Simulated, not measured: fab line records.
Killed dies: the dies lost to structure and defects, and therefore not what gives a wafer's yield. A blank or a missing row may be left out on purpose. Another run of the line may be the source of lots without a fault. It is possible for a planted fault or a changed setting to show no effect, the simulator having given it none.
A lot that was struck, set against a sound lot    flow sky130    43 out of 708 route steps
Sound: these wafers, L762.2, L762.3, L762.6. Struck: wafers L769.2, L769.4. The cause comes at the end.
Per side, at each step with rows, come the tool, then ch with its chambers, and then its first start. Under that, the readings that differ: sound wafers    struck wafers    difference of the means    sigmas: that difference in standard deviations of wafers without a fault.
alike: a reading whose means differ by less than 2 such deviations, as well as words and numbers matching on both sides. not compared: withheld readings; readings where some wafer has no value; bounds like >300 that might hide an equal value; numbers whose values overlap and for which the record gives no deviation.
The two part at a step that has a row with sigmas, a row that says differs or no value, or rows on one side only. Numbers that don't overlap but have no deviation are shown without sigmas and don't part them. A reading missing from all wafers of one side parts the sides only when that side holds two or more wafers.

SKY_POLY_CUT_ETCH_10: etches BARC in N2/H2, stops on SiO2, time 45.9 s, target depth 60 nm.
  sound on rieDiel-02 ch 1,2, day 26 20:09; struck on rieDiel-04 ch 0,3, day 28 11:12
  alike: drypumpMotorCurrentA, oesProductAu, throttleValvePct
  not compared: rfHoursCounterH
then, 1 step without rows for these wafers: SKY_POLY_CUT_ETCH_11 (etches Si3N4 in CF4/CH2F2/Ar, stops on poly-Si, time 42.5 s, target depth 60 nm).
SKY_POLY_CUT_STRIP_12: strips in O2/N2.
  sound on plasmaAsher-02 ch 1, day 26 20:14; struck on plasmaAsher-02 ch 1, day 28 11:17
  alike: drypumpMotorCurrentA, oesProductAu, stripTimeToEndpointS
  not compared: rfHoursCounterH
then, 7 steps without rows for these wafers: SKY_SD_P_DEHYDRATE_00 (time 60 s); SKY_SD_P_HMDS_01 (prime time 60 s); SKY_SD_P_COAT_02 (resist thk 1140 nm); SKY_SD_P_SOFTBAKE_03 (time 60 s); SKY_SD_P_EXPOSE_04 (exposes mask PSDM, target cd 380 nm); SKY_SD_P_PEB_05; SKY_SD_P_DEVELOP_06 (develop time 60 s).
SKY_SD_P_CD_MEAS_07: target cd 380 nm.
  sound on cdSem-02 at day 28 01:22; struck on cdSem-01 at day 29 15:16
  alike: cdNm
SKY_SD_P_OVL_MEAS_08:
  sound on overlay-02 at day 28 01:29; struck on overlay-01 at day 29 15:22
  alike: SD_P_OVL
SKY_SD_P_IMPLANT_09:
  sound on implanter-03 ch 0, day 28 01:32; struck on implanter-04 ch 0, day 29 15:25
  alike: tiltDeg
SKY_SD_P_STRIP_10: strips in O2/N2.
  sound on plasmaAsher-01 ch 0,1, day 28 01:40; struck on plasmaAsher-01 ch 1, day 29 15:33
reading                   sound              struck       difference  sigmas
oesProductAu (a.u.)       0.615 0.617 0.612  0.631 0.633  +0.017      +4
stripTimeToEndpointS (s)  17.39 17.46 17.41  17.03 17.03  -0.39       -9
  alike: drypumpMotorCurrentA
  not compared: rfHoursCounterH
SKY_SD_P_TW_MEAS_11:
  sound on filmMetro-01 at day 28 01:46; struck on filmMetro-01 at day 29 15:40
reading  sound           struck     difference  sigmas
SD_P_TW  2819 2822 2827  2715 2703  -114        -9
then, 8 steps without rows for these wafers: SKY_RES_XHIGH_DEHYDRATE_00 (time 60 s); SKY_RES_XHIGH_HMDS_01 (prime time 60 s); SKY_RES_XHIGH_COAT_02 (resist thk 1140 nm); SKY_RES_XHIGH_SOFTBAKE_03 (time 60 s); SKY_RES_XHIGH_EXPOSE_04 (exposes mask URPM, target cd 1270 nm); SKY_RES_XHIGH_PEB_05; SKY_RES_XHIGH_DEVELOP_06 (develop time 60 s); SKY_RES_XHIGH_IMPLANT_07.
SKY_RES_XHIGH_STRIP_08: strips in O2/N2.
  sound on plasmaAsher-03 ch 0,1, day 29 03:02; struck on plasmaAsher-04 ch 0,1, day 30 19:18
  alike: drypumpMotorCurrentA, oesProductAu, stripTimeToEndpointS
  not compared: rfHoursCounterH
SKY_RES_XHIGH_TW_MEAS_09:
  sound on filmMetro-01 at day 29 03:09; struck on filmMetro-03 at day 30 19:25
  alike: RES_XHIGH_TW
then, 7 steps without rows for these wafers: SKY_SD_N_DEHYDRATE_00 (time 60 s); SKY_SD_N_HMDS_01 (prime time 60 s); SKY_SD_N_COAT_02 (resist thk 1140 nm); SKY_SD_N_SOFTBAKE_03 (time 60 s); SKY_SD_N_EXPOSE_04 (exposes mask NSDM, target cd 380 nm); SKY_SD_N_PEB_05; SKY_SD_N_DEVELOP_06 (develop time 60 s).
SKY_SD_N_CD_MEAS_07: target cd 380 nm.
  sound on cdSem-01 at day 30 07:23; struck on cdSem-02 at day 31 21:40
  alike: cdNm
SKY_SD_N_OVL_MEAS_08:
  sound on overlay-02 at day 30 07:29; struck on overlay-01 at day 31 21:47
  alike: SD_N_OVL
then, 2 steps without rows for these wafers: SKY_SD_N_IMPLANT_09; SKY_SD_N_IMPLANT_10.
SKY_SD_N_STRIP_11: strips in O2/N2.
  sound on plasmaAsher-02 ch 0,1, day 30 07:49; struck on plasmaAsher-02 ch 1, day 31 22:07
  alike: drypumpMotorCurrentA, oesProductAu, stripTimeToEndpointS
  not compared: rfHoursCounterH
SKY_SD_N_TW_MEAS_12:
  sound on filmMetro-01 at day 30 07:56; struck on filmMetro-01 at day 31 22:13
reading  sound           struck     difference  sigmas
SD_N_TW  4023 3998 4003  3959 3975  -41         -2
then, 1 step without rows for these wafers: SKY_SD_N_CLEAN_13 (cleans in SC1/SC2, time 150 s).
SKY_SD_N_RTA_14: time 2 s.
  sound on rtpAnneal-01 ch 0, day 30 08:02; struck on rtpAnneal-02 ch 0, day 31 22:20
  alike: lampPowerPct, rampDownCPerS, wafer_temp_C_max
SKY_SD_N_RS_MEAS_16: measures by four-point-probe.
  sound on filmMetro-02 at day 30 08:13; struck on filmMetro-02 at day 31 22:31
  alike: SD_N_RS
SKY_SD_N_RS_MEAS_17: measures by four-point-probe.
  sound on filmMetro-02 at day 30 08:20; struck on filmMetro-02 at day 31 22:38
reading           sound              struck       difference  sigmas
SD_P_RS (ohm/sq)  147.0 146.7 146.1  150.2 150.3  +3.7        +10
-- here the record skips 17 days between the struck wafers' starts before and after, leaving off in module SD_N and picking up in module PAD_OPEN (first step shown: number 708 of the route) --
SKY_PAD_OPEN_PROBE_99:
  sound on prober-02 at day 47 13:41; struck on prober-01 at day 48 17:41
reading                                     sound                    struck       difference  sigmas
killedAtOther                               0 2 1                    0 0          -1          -2
model.etest.liconHighPo.rcOhm               341.2 347.6 341          575.9 587.5  +238.4      
model.etest.resHighPo.lineOhmUm             759.4 752.2 748.8        975.1 985.9  +227.0      
model.etest.resPdiff.lineOhmUm              1359 1367 1358           1516 1513    +153        
model.etest.resHighPo.rsOhmSqRange          5.32 6.282 5.37          99.58 105.4  +96.83      
model.etest.resHighPo.rsOhmSq               266.8 261.8 258.9        336.6 342.6  +77.1       
model.etest.liconPdiff.rcOhm                587.2 584.4 548.6        676.8 664.8  +97.4       
model.etest.resHighPo.rsOhmSqRimLessCentre  -0.731 -0.8133 -0.05555  -59 -61.88   -60         
  alike: killed_at_M0_to_M3, killed_at_M4_up, killedAtContacts, killedAtFrontEnd, killedDies, killedOpen, killedShort
  not compared: model.etest.pfet_01v8.rOnOhmUm

== WHERE THEY PART ==
First at SKY_SD_P_STRIP_10; last, within this record, at SKY_PAD_OPEN_PROBE_99.

WHY: what had been put in by the simulator
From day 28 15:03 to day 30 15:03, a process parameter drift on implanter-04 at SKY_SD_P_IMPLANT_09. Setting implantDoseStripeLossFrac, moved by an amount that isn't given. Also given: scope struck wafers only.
